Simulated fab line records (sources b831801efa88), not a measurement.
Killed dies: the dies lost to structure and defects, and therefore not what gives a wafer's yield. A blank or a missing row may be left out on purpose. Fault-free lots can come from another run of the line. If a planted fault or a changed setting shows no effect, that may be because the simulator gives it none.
Problem report in the 8D (eight disciplines) form, filled by code    flow sky130    the parts of the form that need people (team, actions taken, sign-off) are left out

== 1. PROBLEM STATEMENT ==
dose-ions-cm2 at SKY_GATE_OXIDE_IMPLANT_11 reads a mean of 2.7229e+12 on 6 wafers of 2 lots; wafers without a fault read 2.6002e+12 with a standard deviation of 2.4e+09. That puts it +51 standard deviations away from the usual mean.
First seen on wafer L728.1, day 20 09:51, on implanter-02. The record has a number at this step for 42 wafers belonging to 14 lots. Rule for "out" (also "out of limits"): further than 4 standard deviations from the usual mean. The other wafers with a number count as sound.

== 2. WHAT THIS IS AND IS NOT ==
question                     is                      is not
which readings at this step  dose-ions-cm2           -
which lots                   L727, L728              L711, L712, L714, L715, L717, L718, L719, L723, L725, L731, L732, L733
which wafers of those lots   all that have a number  -
read on which tools          implanter-02            implanter-03, implanter-04
when                         from day 20 09:51       up to then (27 sound wafers); but 9 sound wafers of L731, L732, L733 came after

== 3. WHAT RULES OUT EACH SUSPECT ==
Counting: a tool at a process step up to the reading stays a suspect if it ran every lot that is out and no sound lot after the first of them.
- implanter-02 at SKY_GATE_OXIDE_IMPLANT_11: kept. It processed each lot that is out, first L728 at day 20 09:51, and no sound lot thereafter; up to then, the last sound lot it processed was L717 at day 15 16:32. Its own dose-ions-cm2 readings are out on those wafers.
The count leaves implanter-02 at SKY_GATE_OXIDE_IMPLANT_11.

== 4. THE CAUSE (what the simulator had put in) ==
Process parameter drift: implanter-02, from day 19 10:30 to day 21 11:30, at SKY_GATE_OXIDE_IMPLANT_11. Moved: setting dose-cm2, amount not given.
This tool alone remained once counting was done.

== 5. THE EFFECT CHAIN, in route order ==
Each row: a reading whose mean over the struck wafers that have a number lies more than 3 standard deviations from the usual. Scope: only readings with a usual standard deviation given in the record; hours: median across lots of the time from each lot's start at the first step in this table that gives one to its start at this step; sigmas: change in usual standard deviations.
hours  step                       reading        usual       on struck wafers  change       sigmas
0      SKY_GATE_OXIDE_IMPLANT_11  dose-ions-cm2  2.6002e+12  2.7229e+12        +1.2268e+11  +51
It contains these process steps:
- SKY_GATE_OXIDE_IMPLANT_11
Later steps that measure or inspect, where all struck wafers having a row at the step show a number for every such reading and not one has moved that far: SKY_POLY_GATE_OVL_MEAS_14.

== 6. HOW IT WOULD HAVE BEEN CAUGHT EARLIER ==
In this record no reading fell out of limits until day 20 09:51, 23 hours after the fault had begun at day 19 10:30.
